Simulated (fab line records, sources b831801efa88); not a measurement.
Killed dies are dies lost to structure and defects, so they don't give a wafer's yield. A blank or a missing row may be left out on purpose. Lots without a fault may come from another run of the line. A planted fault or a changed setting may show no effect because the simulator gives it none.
Which tool did it? | flow gf180mcu | 7 lots, 21 wafers sampled, at 1 step of a route of 602

WHAT THE GAUGES READ, wafer by wafer
GF_STI_THK_MEAS_30.
lot  | measured    | on            | STI_OXIDATION_02_THK (nm)
L761 | day 2 12:30 | film_metro-03 | 9.96 10.04 10.15
L763 | day 2 21:36 | film_metro-02 | 9.84 9.94 9.77
L771 | day 4 13:44 | film_metro-03 | 10.04 10.06 9.84
L775 | day 5 12:59 | film_metro-03 | 10.21 10.12 10.12
L778 | day 6 05:43 | film_metro-03 | 9.64 9.45 9.49
L780 | day 6 12:55 | film_metro-01 | 10.02 10.01 10.28
L782 | day 7 01:55 | film_metro-01 | 9.79 9.88 9.99

WHICH TOOL RAN EACH LOT (tool, then ch and the chambers of the sampled wafers, then the start)
The record holds no process step before these readings.

THE ANSWER, worked out from the rows above alone
Rule: what is usual is taken from the lots themselves. Put in order of their means at a reading, lots are off if they are a third of the lots or fewer, leave a main group of 4 or more, and stand apart from it by a gap of 3 or more times the standard deviation of the main group's means; of several such gaps the widest counts. A main group whose means are all the same, to the digits that the tables above print for the reading, isn't used. A lot without any number at a reading at which 4 lots or more have one is off too. The other lots that the step has rows for count as sound.
No lot is off at any reading shown: from this, nothing can be told.

WHAT THE SIMULATOR HAD PUT IN
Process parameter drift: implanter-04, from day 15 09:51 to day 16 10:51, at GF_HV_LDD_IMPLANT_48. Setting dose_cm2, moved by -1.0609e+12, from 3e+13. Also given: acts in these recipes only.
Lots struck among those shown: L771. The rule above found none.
